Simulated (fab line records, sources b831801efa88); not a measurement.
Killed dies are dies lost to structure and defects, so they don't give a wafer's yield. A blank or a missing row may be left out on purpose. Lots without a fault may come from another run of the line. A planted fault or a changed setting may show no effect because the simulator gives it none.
fab line records | flow sky130
record lots=13 wafers=39 last_day=50
route steps=708 shown METAL3@536 METAL5@666 PASSIVATION@684 PAD_OPEN@707
lots that met no fault: from a run of the same line without faults
start_h: hours from the record's first day to the start of the lot's first wafer shown | wait_h: hours since the lot's step before | " the same as in the row above | L1.1+2: a row that stands for several wafers | - no value, or no start given | * or withheld: withheld | < > ~ a bound
route shown NAME@n: a module of which the file shows steps, and the number in the route of the first | usual: mean/standard deviation of fault-free wafers | same: alike in all rows | chamber/n: place in a boat | sites: the reading at each site | _std_site: their standard deviation | _edge_site: outer sites' mean less inner sites' | radius_mm: how far each site lies from the wafer's centre | mask NAME#n: copy n | behind: the tool/chamber that last shaped the wafer | hold: why the lot was held/for how many hours/how that ended | device: the transistor (n, p or np) that didn't switch | end of line: the same wafers' tests at the end of the route | a step without rows: its recipe alone | killed: dies lost to structure and defects at the first sort, not the wafer's yield | map: a wafer's dies, x killed, . not, _ none there
set.NAME: the setting as run; set.NAME@STEP: as run at that earlier step | model.NAME: the simulator's own value behind a step, which no gauge read
steps of the route over a sample of lots; a table a step, a row a wafer
services: from which hour (start_h, from the record's first day; less than 0 if before it) a tool's chamber was out of use, for how many hours, and why
## steps
# step SKY_METAL3_SPUTTER_04
# recipe material=TiN target_thk_nm=70 power_w=6500 time_s=58.3 chamber_pressure_pa=0.4
# usual throttle_valve_pct=30.2/1.3
# columns lot.wafer tool chamber start_h wait_h throttle_valve_pct
L601.2 pvd_sputter-04 - 845.04 0.0 28.2
L601.3 " - " " 30.8
L601.4 " - " " 30.9
L602.1 pvd_sputter-04 - 864.01 0.0 28.4
L602.5 " - " " 31.3
L602.6 " - " " 28.0
L604.1 pvd_sputter-01 - 879.21 0.0 30.2
L604.4 " - " " 31.6
L604.5 " - " " 29.9
L607.3 pvd_sputter-04 - 896.30 0.0 31.5
L607.5 " - " " 28.1
L607.6 " - " " 32.0
L608.1 pvd_sputter-04 - 909.24 0.0 27.7
L608.3 " - " " 31.0
L608.4 " - " " 31.8
L613.1 pvd_sputter-01 - 943.13 0.0 31.9
L613.2 " - " " 30.1
L613.5 " - " " 31.7
L616.4 pvd_sputter-01 - 971.57 0.0 30.2
L616.5 " - " " 30.3
L616.6 " - " " 30.5
L618.3 pvd_sputter-04 - 973.99 0.0 27.8
L618.4 " - " " 31.9
L618.6 " - " " 30.7
L619.2 pvd_sputter-04 - 980.67 0.0 28.3
L619.3 " - " " 30.9
L619.4 " - " " 27.8
L620.1 pvd_sputter-01 - 991.98 0.0 30.4
L620.2 " - " " 31.5
L620.6 " - " " 29.8
L622.2 pvd_sputter-03 - 993.18 0.0 30.2
L622.4 " - " " 29.5
L622.5 " - " " 29.4
L621.1 pvd_sputter-03 - 994.21 0.0 30.3
L621.5 " - " " 30.3
L621.6 " - " " 30.4
L624.2 pvd_sputter-04 - 1013.92 0.0 31.9
L624.4 " - " " 30.8
L624.5 " - " " 28.4
# step SKY_METAL5_RS_MEAS_05
# recipe thk_meas_gauge=four-point-probe reads=TiN_of_METAL5_SPUTTER_04+Ti_of_METAL5_SPUTTER_03+AlCu_of_METAL5_SPUTTER_02+TiN_of_METAL5_SPUTTER_01+Ti_of_METAL5_SPUTTER_00
# usual METAL5_ALCU_RS=0.0272/0.00044
# columns lot.wafer tool chamber start_h wait_h METAL5_ALCU_RS[ohm/sq]
L601.2 film_metro-02 - 1001.56 0.0 0.0273
L601.3 " - " " 0.0276
L601.4 " - " " 0.0275
L602.1 film_metro-02 - 1018.08 0.0 0.0268
L602.5 " - " " 0.0268
L602.6 " - " " 0.0270
L604.1 film_metro-01 - 1030.90 0.0 0.0268
L604.4 " - " " 0.0269
L604.5 " - " " 0.0268
L607.3 film_metro-02 - 1046.68 0.1 0.0269
L607.5 " - " " 0.0269
L607.6 " - " " 0.0272
L608.1 film_metro-02 - 1057.24 0.0 0.0271
L608.3 " - " " 0.0275
L608.4 " - " " 0.0269
L613.1 film_metro-01 - 1089.00 0.0 0.0276
L613.2 " - " " 0.0275
L613.5 " - " " 0.0272
L616.4 film_metro-02 - 1113.44 0.1 0.0277
L616.5 " - " " 0.0279
L616.6 " - " " 0.0273
L618.3 film_metro-02 - 1114.23 0.1 0.0271
L618.4 " - " " 0.0268
L618.6 " - " " 0.0270
L619.2 film_metro-02 - 1118.71 0.0 0.0265
L619.3 " - " " 0.0269
L619.4 " - " " 0.0267
L620.1 film_metro-01 - 1128.99 0.0 0.0271
L620.2 " - " " 0.0272
L620.6 " - " " 0.0271
L622.2 film_metro-02 - 1130.68 0.0 0.0274
L622.4 " - " " 0.0273
L622.5 " - " " 0.0280
L621.1 film_metro-01 - 1131.37 0.0 0.0271
L621.5 " - " " 0.0271
L621.6 " - " " 0.0268
L624.2 film_metro-02 - 1147.41 0.0 0.0273
L624.4 " - " " 0.0279
L624.5 " - " " 0.0281
# step SKY_PASSIVATION_THK_MEAS_03
# recipe reads=Si3N4_of_PASSIVATION_CVD_02
# usual PASSIVATION_CVD_02_THK=533/7.4
# columns lot.wafer tool chamber start_h wait_h PASSIVATION_CVD_02_THK[nm]
L601.2 film_metro-04 - 1024.81 - 527
L601.3 " - " " 527
L601.4 " - " " 525
L602.1 film_metro-03 - 1041.63 - 525
L602.5 " - " " 534
L602.6 " - " " 531
L604.1 film_metro-03 - 1054.18 - 536
L604.4 " - " " 544
L604.5 " - " " 530
L607.3 film_metro-03 - 1069.43 - 534
L607.5 " - " " 532
L607.6 " - " " 537
L608.1 film_metro-04 - 1079.00 - 529
L608.3 " - " " 523
L608.4 " - " " 532
L613.1 film_metro-04 - 1110.84 - 522
L613.2 " - " " 533
L613.5 " - " " 541
L616.4 film_metro-03 - 1134.63 - 532
L616.5 " - " " 529
L616.6 " - " " 540
L618.3 film_metro-03 - 1134.98 - 534
L618.4 " - " " 539
L618.6 " - " " 546
L619.2 film_metro-01 - 1139.16 - 525
L619.3 " - " " 525
L619.4 " - " " 536
L620.1 film_metro-04 - 1149.05 - 523
L620.2 " - " " 523
L620.6 " - " " 528
L622.2 film_metro-03 - 1150.49 - 533
L622.4 " - " " 543
L622.5 " - " " 535
L621.1 film_metro-01 - 1151.00 - 541
L621.5 " - " " 545
L621.6 " - " " 545
L624.2 film_metro-03 - 1165.46 - 529
L624.4 " - " " 538
L624.5 " - " " 536
# step SKY_PAD_OPEN_BOW_MEAS_13
# recipe mode=bow
# usual PAD_OPEN_BOW=47/9.4
# columns lot.wafer tool chamber start_h wait_h PAD_OPEN_BOW[um]
L601.2 film_metro-02 - 1070.98 - 49
L601.3 " - " " 41
L601.4 " - " " 41
L602.1 film_metro-04 - 1086.47 - 47
L602.5 " - " " 38
L602.6 " - " " 55
L604.1 film_metro-04 - 1098.25 - 43
L604.4 " - " " 55
L604.5 " - " " 60
L607.3 film_metro-02 - 1113.61 - 40
L607.5 " - " " 53
L607.6 " - " " 52
L608.1 film_metro-02 - 1121.78 - 58
L608.3 " - " " 47
L608.4 " - " " 34
L613.1 film_metro-02 - 1151.31 - 36
L613.2 " - " " 35
L613.5 " - " " 42
L616.4 film_metro-02 - 1171.79 - 57
L616.5 " - " " 41
L616.6 " - " " 56
L618.3 film_metro-02 - 1173.68 - 48
L618.4 " - " " 57
L618.6 " - " " 57
L619.2 film_metro-02 - 1177.25 - 42
L619.3 " - " " 59
L619.4 " - " " 50
L620.1 film_metro-01 - 1183.41 - 38
L620.2 " - " " 50
L620.6 " - " " 46
L622.2 film_metro-02 - 1184.55 - 55
L622.4 " - " " 44
L622.5 " - " " 34
L621.1 film_metro-02 - 1186.73 - 34
L621.5 " - " " 32
L621.6 " - " " 30
L624.2 film_metro-02 - 1198.34 - 47
L624.4 " - " " 43
L624.5 " - " " 36
# step SKY_PAD_OPEN_PROBE_99
# usual defect_limited_yield=82.7/1.8 killed_at_M0_to_M3=42/7.5 killed_at_M4_up=3.2/1.7 killed_at_contacts=24/5.1 killed_at_front_end=15/4.1 killed_at_other=0.3/0.58 killed_dies=85/8.9 killed_open=46/6.4 killed_short=39/6 sort_bin_3_pad_short=0.9/0.4 sort_bin_5_function=10.1/1.6 sort_bin_6_memory=6.3/1 sort_bin_8_speed=0.00/0.024 sort_n_pass=407/9 sort_yield_pct=82.7/1.8
# same gross_dies=492 killed_at_back_side=0 sort_bin_4_leakage[%]=0
# columns lot.wafer tool chamber start_h wait_h defect_limited_yield[%] killed_at_M0_to_M3 killed_at_M4_up killed_at_contacts killed_at_front_end killed_at_other killed_dies killed_open killed_short sort_bin_3_pad_short[%] sort_bin_5_function[%] sort_bin_6_memory[%] sort_bin_8_speed[%] sort_n_pass sort_yield_pct[%]
L607.3 prober-01 - 1113.79 0.2 76.0 81 4 22 11 0 118 40 36 3.9 15.2 4.9 0 374 76.0
L607.5 prober-01 - 1113.89 0.2 69.9 114 2 18 14 0 148 39 39 6.1 17.5 6.5 0 344 69.9
L607.6 prober-01 - 1113.94 0.2 76.6 91 2 15 6 1 115 42 33 3.5 13.4 6.5 0 377 76.6
L608.1 prober-02 - 1121.90 0.1 67.1 123 1 23 15 0 162 50 40 5.5 19.3 8.1 0 330 67.1
L608.3 prober-02 - 1122.00 0.2 70.5 102 3 30 10 0 145 43 45 3.5 20.7 5.3 0 347 70.5
L608.4 prober-02 - 1122.05 0.2 77.4 73 3 25 10 0 111 36 36 3.9 14.0 4.7 0 381 77.4
L619.2 prober-01 - 1177.40 0.1 83.9 39 4 24 12 0 79 41 38 0.8 6.9 8.3 0 413 83.9
L619.3 prober-01 - 1177.45 0.2 83.3 38 4 28 12 0 82 40 42 1.0 11.2 4.5 0 410 83.3
L619.4 prober-01 - 1177.50 0.2 82.3 45 6 23 11 2 87 51 36 0.8 10.2 6.7 0 405 82.3
# killed by level:class
L607.3 METAL3:unspecified=42 CONTACT:geometric_particle:open=7 METAL2:geometric_particle:short=7 LI_CONTACT:geometric_particle:short=5 LI_CONTACT:geometric_particle:open=5 METAL2:geometric_particle:open=5 METAL3:geometric_particle:short=5 VIA3:geometric_particle:open=5
L607.5 METAL3:unspecified=70 FIELD_ISO:geometric_particle:short=8 VIA3:geometric_particle:open=8 CONTACT:geometric_particle:open=7 METAL2:geometric_particle:short=7 VIA1:geometric_particle:open=6 VIA2:geometric_particle:open=6 METAL1:geometric_particle:short=5
L607.6 METAL3:unspecified=40 METAL2:geometric_particle:short=9 VIA2:geometric_particle:open=9 VIA3:geometric_particle:open=9 VIA1:geometric_particle:open=6 LI_CONTACT:geometric_particle:open=5 CONTACT:geometric_particle:open=5 VIA1:geometric_particle:short=5
L608.1 METAL3:unspecified=72 VIA3:geometric_particle:open=10 VIA1:geometric_particle:open=9 LI_CONTACT:geometric_particle:open=8 VIA1:geometric_particle:short=8 CONTACT:geometric_particle:open=7 LOCAL_INTERCONNECT:geometric_particle:short=6 METAL3:geometric_particle:short=5
L608.3 METAL3:unspecified=57 VIA1:geometric_particle:open=11 CONTACT:geometric_particle:open=11 LOCAL_INTERCONNECT:geometric_particle:short=7 VIA3:geometric_particle:open=7 METAL1:geometric_particle:short=6 METAL2:geometric_particle:short=6 LI_CONTACT:geometric_particle:open=5
L608.4 METAL3:unspecified=39 CONTACT:geometric_particle:open=8 VIA2:geometric_particle:open=7 LI_CONTACT:geometric_particle:open=6 VIA3:geometric_particle:open=6 METAL1:geometric_particle:short=4 CONTACT:geometric_particle:short=4 VIA1:geometric_particle:short=4
L619.2 CONTACT:geometric_particle:open=9 VIA3:geometric_particle:open=8 VIA1:geometric_particle:short=6 VIA2:geometric_particle:open=6 LOCAL_INTERCONNECT:geometric_particle:short=5 METAL1:geometric_particle:short=5 POLY_GATE:geometric_particle:short=4 POLY_GATE:geometric_particle:open=4
L619.3 CONTACT:geometric_particle:open=11 VIA1:geometric_particle:open=9 LOCAL_INTERCONNECT:geometric_particle:short=6 CONTACT:geometric_particle:short=6 METAL3:geometric_particle:short=6 FIELD_ISO:geometric_particle:short=5 VIA3:geometric_particle:open=5 FIELD_ISO:geometric_particle:open=4
L619.4 VIA1:geometric_particle:open=12 CONTACT:geometric_particle:open=11 LI_CONTACT:geometric_particle:open=6 VIA1:geometric_particle:short=6 METAL2:geometric_particle:short=6 METAL1:geometric_particle:short=5 VIA2:geometric_particle:open=5 VIA3:geometric_particle:open=5
## services
# columns tool chamber start_h hours kind
pvd_sputter-03 2 824.69 - consumable_replace:kit
pvd_sputter-03 2 824.69 18.0 scheduled_down
pvd_sputter-03 2 824.69 18.0 vent_cycle
pvd_sputter-04 0 832.38 - consumable_replace:kit
pvd_sputter-04 0 832.38 18.0 scheduled_down
pvd_sputter-04 0 832.38 18.0 vent_cycle
pvd_sputter-03 - 878.37 5.4 repair
pvd_sputter-01 0 879.78 - consumable_replace:kit
pvd_sputter-01 0 879.78 18.0 scheduled_down
pvd_sputter-01 0 879.78 18.0 vent_cycle
pvd_sputter-01 - 879.90 1.4 repair
pvd_sputter-03 - 949.14 14.9 repair
pvd_sputter-01 - 984.22 1.3 repair
pvd_sputter-04 3 1004.80 - consumable_replace:kit
pvd_sputter-04 3 1004.80 18.0 scheduled_down
pvd_sputter-04 3 1004.80 18.0 vent_cycle
## key
first_sign step=SKY_PAD_OPEN_PROBE_99 reading=sort_bin_3_pad_short direction=up sigmas=8.6 usual=0.9 struck=4.4
effect step=SKY_PAD_OPEN_PROBE_99 reading=killed_at_M0_to_M3 direction=up sigmas=7.4 usual=42 struck=97
met_at SKY_METAL3_SPUTTER_04
struck_lots L607,L608
not_acting_at SKY_METAL5_RS_MEAS_05,SKY_PASSIVATION_THK_MEAS_03,SKY_PAD_OPEN_BOW_MEAS_13
onset_between 864.01 896.30
fault kind=chamber_particle_source tool=pvd_sputter-04 chamber=- onset_h=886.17 steps=SKY_METAL3_SPUTTER_04 rate_per_visit_cm2=2.1712 end_h=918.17
